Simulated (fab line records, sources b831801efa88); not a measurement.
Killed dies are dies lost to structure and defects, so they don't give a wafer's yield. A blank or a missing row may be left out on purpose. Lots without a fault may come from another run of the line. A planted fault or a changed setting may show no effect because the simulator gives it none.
A struck lot beside a sound one | flow sky130 | 17 steps out of a route of 708
Sound: wafers L675.1, L675.2, L675.6. Struck: wafers L684.2, L684.4, L684.5. The cause comes at the end.
At each step with rows: each side's tool, then ch and its chambers, then its first start. Under that, the readings that differ: sound wafers | struck wafers | difference of the means | sigmas: that difference in standard deviations of wafers without a fault.
alike: readings whose means differ by less than 2 such deviations, and words and numbers that are the same on both sides. not compared: withheld readings, readings that some wafer has no value for, bounds like >300 that may hide the same value, and numbers for which the record gives no deviation and whose values overlap.
The two part at a step that has a row with sigmas, a row that says differs or no value, or rows on one side only. Numbers that don't overlap but have no deviation are shown without sigmas and don't part them. A reading that every wafer of one side lacks parts them only if that side has two wafers or more.

SKY_GATE_OXIDE_TW_MEAS_14:
  sound on film_metro-02, day 15 08:50; struck on film_metro-01, day 18 19:51
  reading       | sound             | struck            | difference | sigmas
  GATE_OXIDE_TW | 226.4 227.3 228.2 | 224.4 225.6 225.1 | -2.3       | -2
then, 3 steps without rows for these wafers: SKY_GATE_OXIDE_CLEAN_15 (cleans in SC1/SC2, time 150 s); SKY_GATE_OXIDE_OXIDATION_16 (stabilise 600 s, purge 300 s, target thk 3.57 nm); SKY_POLY_GATE_CVD_00 (deposits poly-Si, target thk 180 nm, time 720 s).
SKY_POLY_GATE_THK_MEAS_01:
  sound on film_metro-02, day 15 12:56; struck on film_metro-04, day 18 23:23
  alike: POLY_GATE_CVD_00_THK
then, 7 steps without rows for these wafers: SKY_RES_PROTECT_DEHYDRATE_00 (time 60 s); SKY_RES_PROTECT_HMDS_01 (prime time 60 s); SKY_RES_PROTECT_COAT_02 (resist thk 1140 nm); SKY_RES_PROTECT_SOFTBAKE_03 (time 60 s); SKY_RES_PROTECT_EXPOSE_04 (exposes mask RPM, target cd 1270 nm); SKY_RES_PROTECT_PEB_05; SKY_RES_PROTECT_DEVELOP_06 (develop time 60 s).
SKY_POLY_GATE_IMPLANT_02:
  sound on implanter-01 ch 0, day 16 17:24; struck on implanter-01 ch 0, day 20 06:19
  reading       | sound                         | struck                        | difference | sigmas
  beam_on_s (s) | 45 43 47                      | 28 28 27                      | -17        | -5
  dose_ions_cm2 | 7.689e+15 7.701e+15 7.696e+15 | 4.809e+15 4.809e+15 4.813e+15 | -2.885e+15 | -99 or more
SKY_RES_PROTECT_STRIP_07: strips in O2/N2.
  sound on plasma_asher-01 ch 0,1, day 16 17:33; struck on plasma_asher-03 ch 0,1, day 20 06:27
  reading                      | sound             | struck            | difference | sigmas
  oes_product_au (a.u.)        | 0.517 0.521 0.523 | 0.542 0.539 0.543 | +0.021     | +5
  strip_time_to_endpoint_s (s) | 23.30 23.26 23.34 | 21.34 21.40 21.30 | -1.95      | -43
  alike: drypump_motor_current_A
  not compared: rf_hours_counter_h
SKY_RES_PROTECT_TW_MEAS_08:
  sound on film_metro-03, day 16 17:39; struck on film_metro-01, day 20 06:34
  alike: POLY_GATE_TW
then, 1 step without rows for these wafers: SKY_RES_PROTECT_CLEAN_09 (cleans in SC1/SC2, time 150 s).
-- the record jumps here: 30 days lie between the struck wafers' starts before and after (it left off in module RES_PROTECT and takes up again in module PAD_OPEN, whose first step shown is number 708 of the route) --
SKY_PAD_OPEN_PROBE_99:
  sound on prober-02, day 47 14:33; struck on prober-01, day 49 22:28
  reading                                | sound                | struck              | difference | sigmas
  model.etest.res_poly.line_ohm_um       | 518.2 507.2 504.4    | 820.2 814.8 831.2   | +312.1     |
  model.etest.licon_poly.rc_ohm          | 158.4 159.8 147.8    | 298.2 288.3 297.5   | +139.3     |
  model.etest.res_poly.rs_ohm_sq         | 48.54 48.13 48.4     | 74.64 75.77 76.76   | +27.37     |
  model.etest.res_poly.rs_ohm_sq_range   | 0.7355 1.489 0.9923  | 2.399 4.559 3.213   | +2.318     |
  model.etest.nfet_01v8.vt_v (V)         | 0.7083 0.7104 0.7094 | 0.713 0.7154 0.718  | +0.006     |
  model.etest.nfet_01v8_swapped.vt_v (V) | 0.7081 0.7108 0.7095 | 0.713 0.7156 0.7185 | +0.006     |
  alike: killed_at_M0_to_M3, killed_at_M4_up, killed_at_contacts, killed_at_front_end, killed_at_other, killed_dies, killed_open, killed_short
  not compared: model.etest.res_poly.rs_ohm_sq_rim_less_centre, model.etest.nfet_01v8_turned.vt_v

WHERE THEY PART
First at SKY_GATE_OXIDE_TW_MEAS_14; last, within this record, at SKY_RES_PROTECT_STRIP_07. Later steps at which nothing parts them and some readings are alike: SKY_RES_PROTECT_TW_MEAS_08, SKY_PAD_OPEN_PROBE_99.

WHY: what the simulator had put in
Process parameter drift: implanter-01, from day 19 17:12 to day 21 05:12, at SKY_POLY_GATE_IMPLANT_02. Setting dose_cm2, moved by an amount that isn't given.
